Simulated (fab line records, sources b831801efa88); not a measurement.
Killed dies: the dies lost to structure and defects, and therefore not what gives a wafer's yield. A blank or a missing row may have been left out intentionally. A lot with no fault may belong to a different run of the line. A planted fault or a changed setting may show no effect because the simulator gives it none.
Which tool was responsible? / flow gf180mcu / 14 lots with 42 wafers sampled at 4 steps, on a route of 602 steps

## WHAT EACH GAUGE READ, for each wafer
GF_V3_THK_MEAS_25: measures by xrf.
lot=L862; measured=day 22 04:38; on=film_metro-02; V3_W_THK (nm)=367 373 373
lot=L863; measured=day 22 13:46; on=film_metro-01; V3_W_THK (nm)=365 350 365
lot=L864; measured=day 22 21:46; on=film_metro-03; V3_W_THK (nm)=342 350 343
lot=L870; measured=day 25 11:34; on=film_metro-03; V3_W_THK (nm)=352 354 363
lot=L871; measured=day 25 12:49; on=film_metro-01; V3_W_THK (nm)=353 355 347
lot=L872; measured=day 25 19:59; on=film_metro-01; V3_W_THK (nm)=373 369 359
lot=L873; measured=day 26 06:07; on=film_metro-01; V3_W_THK (nm)=373 362 366
lot=L874; measured=day 26 16:11; on=film_metro-03; V3_W_THK (nm)=343 347 345
lot=L875; measured=day 27 02:15; on=film_metro-02; V3_W_THK (nm)=354 352 353
lot=L877; measured=day 27 19:26; on=film_metro-02; V3_W_THK (nm)=353 359 350
lot=L878; measured=day 28 00:35; on=film_metro-03; V3_W_THK (nm)=356 364 355
lot=L880; measured=day 28 18:38; on=film_metro-01; V3_W_THK (nm)=355 363 359
lot=L882; measured=day 29 01:41; on=film_metro-02; V3_W_THK (nm)=349 345 345
lot=L884; measured=day 29 10:42; on=film_metro-01; V3_W_THK (nm)=357 349 355

GF_M4_OVL_MEAS_15.
lot=L862; measured=day 23 04:32; on=overlay-02; M4_OVL (nm)=3 -5 2
lot=L863; measured=day 23 12:38; on=overlay-01; M4_OVL (nm)=3 4 3
lot=L864; measured=day 23 20:57; on=overlay-02; M4_OVL (nm)=8 6 11
lot=L870; measured=day 26 08:51; on=overlay-02; M4_OVL (nm)=-1 5 -10
lot=L871; measured=day 26 09:54; on=overlay-01; M4_OVL (nm)=-15 -8 -11
lot=L872; measured=day 26 17:09; on=overlay-01; M4_OVL (nm)=-5 2 0
lot=L873; measured=day 27 03:05; on=overlay-01; M4_OVL (nm)=4 5 5
lot=L874; measured=day 27 12:18; on=overlay-01; M4_OVL (nm)=3 8 0
lot=L875; measured=day 27 22:37; on=overlay-02; M4_OVL (nm)=13 -4 6
lot=L877; measured=day 28 15:36; on=overlay-01; M4_OVL (nm)=5 -1 17
lot=L878; measured=day 28 20:59; on=overlay-02; M4_OVL (nm)=-3 -6 -1
lot=L880; measured=day 29 14:07; on=overlay-01; M4_OVL (nm)=-3 -1 -9
lot=L882; measured=day 29 20:51; on=overlay-02; M4_OVL (nm)=4 12 5
lot=L884; measured=day 30 05:56; on=overlay-02; M4_OVL (nm)=11 -6 -3

## WHAT TOOL EACH LOT RAN ON (gives the tool, then ch and the chambers of the sampled wafers, and finally the start)
lot=L862; GF_V3_STRIP_18=plasma_asher-04 ch 0,1, day 22 03:46; GF_M4_DEVELOP_13=litho_track-04 ch 0, day 23 04:16
lot=L863; GF_V3_STRIP_18=plasma_asher-04 ch 0,1, day 22 12:54; GF_M4_DEVELOP_13=litho_track-04 ch 0, day 23 12:22
lot=L864; GF_V3_STRIP_18=plasma_asher-03 ch 0,1, day 22 20:54; GF_M4_DEVELOP_13=litho_track-02 ch 0, day 23 20:41
lot=L870; GF_V3_STRIP_18=plasma_asher-02 ch 0,1, day 25 10:43; GF_M4_DEVELOP_13=litho_track-04 ch 0, day 26 08:37
lot=L871; GF_V3_STRIP_18=plasma_asher-03 ch 0,1, day 25 11:31; GF_M4_DEVELOP_13=litho_track-02 ch 0, day 26 09:38
lot=L872; GF_V3_STRIP_18=plasma_asher-04 ch 0,1, day 25 18:47; GF_M4_DEVELOP_13=litho_track-02 ch 0, day 26 16:53
lot=L873; GF_V3_STRIP_18=plasma_asher-04 ch 0,1, day 26 05:15; GF_M4_DEVELOP_13=litho_track-02 ch 0, day 27 02:47
lot=L874; GF_V3_STRIP_18=plasma_asher-04 ch 0,1, day 26 15:18; GF_M4_DEVELOP_13=litho_track-01 ch 0, day 27 12:02
lot=L875; GF_V3_STRIP_18=plasma_asher-02 ch 0,1, day 27 01:23; GF_M4_DEVELOP_13=litho_track-01 ch 0, day 27 22:23
lot=L877; GF_V3_STRIP_18=plasma_asher-03 ch 0,1, day 27 18:34; GF_M4_DEVELOP_13=litho_track-01 ch 0, day 28 15:20
lot=L878; GF_V3_STRIP_18=plasma_asher-04 ch 0,1, day 27 23:43; GF_M4_DEVELOP_13=litho_track-04 ch 0, day 28 20:44
lot=L880; GF_V3_STRIP_18=plasma_asher-03 ch 0,1, day 28 17:39; GF_M4_DEVELOP_13=litho_track-01 ch 0, day 29 13:52
lot=L882; GF_V3_STRIP_18=plasma_asher-04 ch 0, day 29 00:43; GF_M4_DEVELOP_13=litho_track-01 ch 0, day 29 20:35
lot=L884; GF_V3_STRIP_18=plasma_asher-03 ch 0,1, day 29 09:46; GF_M4_DEVELOP_13=litho_track-04 ch 0, day 30 05:40
- GF_V3_STRIP_18: strips in O2/N2.
- GF_M4_DEVELOP_13: develop time 60 s.

## WHAT THE TOOLS THEMSELVES READ (means of the sampled wafers that have a number; where no wafer has one, the mark that the record gives instead)
GF_V3_STRIP_18.
lot=L862; tool=plasma_asher-04; drypump_motor_current_A (A)=5.69; heater_power_w (W)=331; oes_product_au (a.u.)=0.590
lot=L863; tool=plasma_asher-04; drypump_motor_current_A (A)=5.59; heater_power_w (W)=338; oes_product_au (a.u.)=0.588
lot=L864; tool=plasma_asher-03; drypump_motor_current_A (A)=5.61; heater_power_w (W)=279; oes_product_au (a.u.)=0.592
lot=L870; tool=plasma_asher-02; drypump_motor_current_A (A)=5.78; heater_power_w (W)=334; oes_product_au (a.u.)=0.594
lot=L871; tool=plasma_asher-03; drypump_motor_current_A (A)=5.61; heater_power_w (W)=268; oes_product_au (a.u.)=0.591
lot=L872; tool=plasma_asher-04; drypump_motor_current_A (A)=5.71; heater_power_w (W)=336; oes_product_au (a.u.)=0.596
lot=L873; tool=plasma_asher-04; drypump_motor_current_A (A)=5.69; heater_power_w (W)=333; oes_product_au (a.u.)=0.589
lot=L874; tool=plasma_asher-04; drypump_motor_current_A (A)=5.69; heater_power_w (W)=330; oes_product_au (a.u.)=0.589
lot=L875; tool=plasma_asher-02; drypump_motor_current_A (A)=5.92; heater_power_w (W)=321; oes_product_au (a.u.)=0.585
lot=L877; tool=plasma_asher-03; drypump_motor_current_A (A)=5.82; heater_power_w (W)=305; oes_product_au (a.u.)=0.595
lot=L878; tool=plasma_asher-04; drypump_motor_current_A (A)=5.69; heater_power_w (W)=324; oes_product_au (a.u.)=0.594
lot=L880; tool=plasma_asher-03; drypump_motor_current_A (A)=5.84; heater_power_w (W)=300; oes_product_au (a.u.)=0.593
lot=L882; tool=plasma_asher-04; drypump_motor_current_A (A)=5.49; heater_power_w (W)=343; oes_product_au (a.u.)=0.597
lot=L884; tool=plasma_asher-03; drypump_motor_current_A (A)=5.85; heater_power_w (W)=305; oes_product_au (a.u.)=0.592

GF_M4_DEVELOP_13.
lot=L862; tool=litho_track-04; developer_temp_C (C)=21.03
lot=L863; tool=litho_track-04; developer_temp_C (C)=20.97
lot=L864; tool=litho_track-02; developer_temp_C (C)=21.00
lot=L870; tool=litho_track-04; developer_temp_C (C)=21.07
lot=L871; tool=litho_track-02; developer_temp_C (C)=21.87
lot=L872; tool=litho_track-02; developer_temp_C (C)=21.87
lot=L873; tool=litho_track-02; developer_temp_C (C)=21.66
lot=L874; tool=litho_track-01; developer_temp_C (C)=21.03
lot=L875; tool=litho_track-01; developer_temp_C (C)=21.08
lot=L877; tool=litho_track-01; developer_temp_C (C)=20.96
lot=L878; tool=litho_track-04; developer_temp_C (C)=20.79
lot=L880; tool=litho_track-01; developer_temp_C (C)=20.93
lot=L882; tool=litho_track-01; developer_temp_C (C)=20.95
lot=L884; tool=litho_track-04; developer_temp_C (C)=21.12

## THE ANSWER, worked out from the rows above alone
Rule: the lots themselves supply what counts as usual. The widest of any qualifying gaps counts: lots, ordered by their means at a reading, are off when they make up no more than a third of the lots, leave a main group of 4 or more, and stand apart from it by 3 or more times the standard deviation of that group's means. A main group whose means are all the same, to the digits that the tables above print for the reading, isn't used. A lot without any number at a reading at which 4 lots or more have one is off too. The other lots that the step has rows for count as sound. Order of review: gauges by route order, followed by the tools' own readings, for which a lot's mean as printed above is used. At the first step where some lot is off, the reading lying furthest off is the one used; lots without a number count as furthest.
Off, at GF_M4_DEVELOP_13 on developer_temp_C: L871, L872, L873. Mean 20.99 C and standard deviation 0.086 in the main group.
If a tool, at that step or one of the process steps before it, ran each lot that is off and ran no sound lot following the first of them, it fits. One candidate fits, namely litho_track-02 at GF_M4_DEVELOP_13. A fault onset in the window from L864 (day 23 20:41, its last sound lot) to L871 (day 26 09:38, its first lot off) fits.
On the lots that are off, the tool's own readings at GF_M4_DEVELOP_13 differ by more than 5 times the standard deviation of the sound lots' means, which bears it out; developer_temp_C reads 21.80 C there versus 20.99 C on the sound lots.

## WHAT THE SIMULATOR HAD PUT IN
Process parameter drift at GF_M4_DEVELOP_13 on litho_track-02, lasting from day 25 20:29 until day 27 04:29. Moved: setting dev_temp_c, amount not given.
Shown lots that were struck: L871, L872, L873. The rule given above showed the same thing.
